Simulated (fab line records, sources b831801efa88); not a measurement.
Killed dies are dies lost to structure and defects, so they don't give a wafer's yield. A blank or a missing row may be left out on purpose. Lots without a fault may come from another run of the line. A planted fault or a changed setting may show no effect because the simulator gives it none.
Chamber matching | flow sfq_line | SFQ_TRILAYER_I7_CMP_CMP_184 on cmp-01: 4 sister chambers
The step polishes SiO2. 4 wafers are shown with their chamber, then 8 later ones without.

WAFERS WITH THEIR CHAMBER
wafer  | chamber | motor_current_A (A)
L841.6 | 1       | 9.7
L842.1 | 3       | 9.9
L842.4 | 0       | 11.8
L847.4 | 2       | 8.4

WAFERS WITHOUT THEIR CHAMBER
wafer  | motor_current_A (A)
L847.5 | 11.4
L847.6 | 9.2
L848.1 | 12.6
L848.5 | 12.4
L848.6 | 9.5
L851.1 | 12.6
L851.4 | 8.3
L851.5 | 11.1

WHICH CHAMBER EACH WENT THROUGH
wafer  | from the rows above          | in truth
L847.5 | can't be placed: 0 or 3      | 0
L847.6 | can't be placed: 1 or 3 or 2 | 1
L848.1 | 0                            | 0
L848.5 | 0                            | 0
L848.6 | can't be placed: 1 or 3 or 2 | 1
L851.1 | 0                            | 0
L851.4 | 2                            | 2
L851.5 | can't be placed: 0 or 3 or 1 | 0
Placed correctly: 4 of 8. Can't be placed from these rows: 4 (the true chamber is among the candidates in 4). Placed wrongly: 0.
How it was worked out, from the rows above alone: a wafer's distance from a chamber is the root of the sum, over the readings, of the square of ((its reading less the chamber's mean) divided by the reading's scatter). The wafer belongs to the nearest chamber; if the next one is less than 2 further off, it can't be placed. A chamber's mean is the mean of its shown wafers. The scatter: with one shown wafer a chamber, the root of the mean of the squares of how far each hidden wafer lies from its nearest shown one.
